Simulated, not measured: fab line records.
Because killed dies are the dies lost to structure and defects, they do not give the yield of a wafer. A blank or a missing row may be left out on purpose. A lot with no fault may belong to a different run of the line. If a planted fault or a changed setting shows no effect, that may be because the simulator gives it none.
Problem report, 8D (eight disciplines) form, completed by code ; flow sky130 ; the parts of the form that need people (team, actions taken, sign-off) are left out

1. THE ISSUE
SPACER_CVD_00_THK at SKY_SPACER_THK_MEAS_01 reads a mean of 46.2 nm on 6 wafers of 2 lots; wafers without a fault read 43.0 nm with a standard deviation of 0.4. Measured from the usual mean, that is +7.9 standard deviations.
The first sign was on wafer L553.1 at day 26 19:28, on film-metro-03. Wafers with a number at this step in the record: 30, from 10 lots. By rule, "out" or "out of limits" means more than 4 standard deviations away from the usual mean. Any other wafer with a number is counted as sound.

2. WHAT IT IS, WHAT IT ISN'T
question;is;is not
which readings at this step;SPACER_CVD_00_THK;-
which lots;L553, L554;L543, L547, L550, L562, L563, L564, L565, L566
which wafers of those lots;all that have a number;-
read on which gauges;film-metro-01, film-metro-03;film-metro-02
when;from day 26 19:28;"up to then (9 sound wafers); but 15 sound wafers of L562, L563, L564, L565, L566 came after"

3. SUSPECTS, AND WHAT RULES EACH OUT
Counting: any tool at a process step up to the reading is kept as a suspect provided that every lot that is out went through it and no sound lot did after the first of them.
- the gauge at SKY_SPACER_THK_MEAS_01: ruled out. The wafers that are out were read on 2 gauges (film-metro-01, film-metro-03).
- plasma-asher-01 at SKY_LDD_LDN_STRIP_12 (strips in O2/N2): ruled out as a lasting fault. The sound lots L562 went through it after L553, its earliest lot that is out (day 26 18:02).
- lpcvd-02 at SKY_SPACER_CVD_00 (deposits Si3N4 from DCS/NH3, target thk 43.1 nm, time 740 s): ruled out as a lasting fault. The sound lots L562, L563, L564, L565, L566 went through it after L553, its earliest lot that is out (day 26 18:15).
Left after counting: nothing in the record.

4. THE CAUSE (what the simulator had put in)
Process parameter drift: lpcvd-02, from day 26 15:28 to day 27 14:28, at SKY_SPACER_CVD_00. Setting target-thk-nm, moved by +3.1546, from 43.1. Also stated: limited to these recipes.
It was ruled out by counting, in error; the rule expects a fault to strike all lots run on its tool from its start on, and this fault did not.

5. SEQUENCE OF EFFECTS, ordered by route
One row per reading whose mean, taken over the struck wafers that have a number, lies over 3 standard deviations from the usual. Only readings whose record carries a usual standard deviation are examined. hours: median over the lots of the time between each lot's start at the first step of this table that gives one and its start at this step. sigmas: the change, counted in usual standard deviations.
hours;step;reading;usual;on struck wafers;change;sigmas
0;SKY_SPACER_THK_MEAS_01;SPACER_CVD_00_THK;43.0 nm;46.2;+3.2;+7.9
0;SKY_SPACER_ETCHBACK_02;oes-product-au;0.853 a.u.;0.888;+0.035;+5.8
It contains these process steps:
- SKY_SPACER_ETCHBACK_02: etches Si3N4 in CH3F/O2, stops on SiO2, time 46.7 s, target depth 45 nm.
Later measuring or inspecting steps at which every struck wafer that the step has a row for has a number for every such reading, and none has moved that far: SKY_RES_XHIGH_TW_MEAS_09.

6. HOW IT WOULD HAVE BEEN CAUGHT EARLIER
Counted from the fault's start at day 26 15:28, it took 4 hours until the first out-of-limits reading at a measuring or inspecting step in this record, taken at day 26 19:28.
Of the tool readings at SKY_SPACER_CVD_00 for which the record gives a usual standard deviation, none was out on any struck wafer, so an alarm limit of 4 standard deviations on them would not have fired.
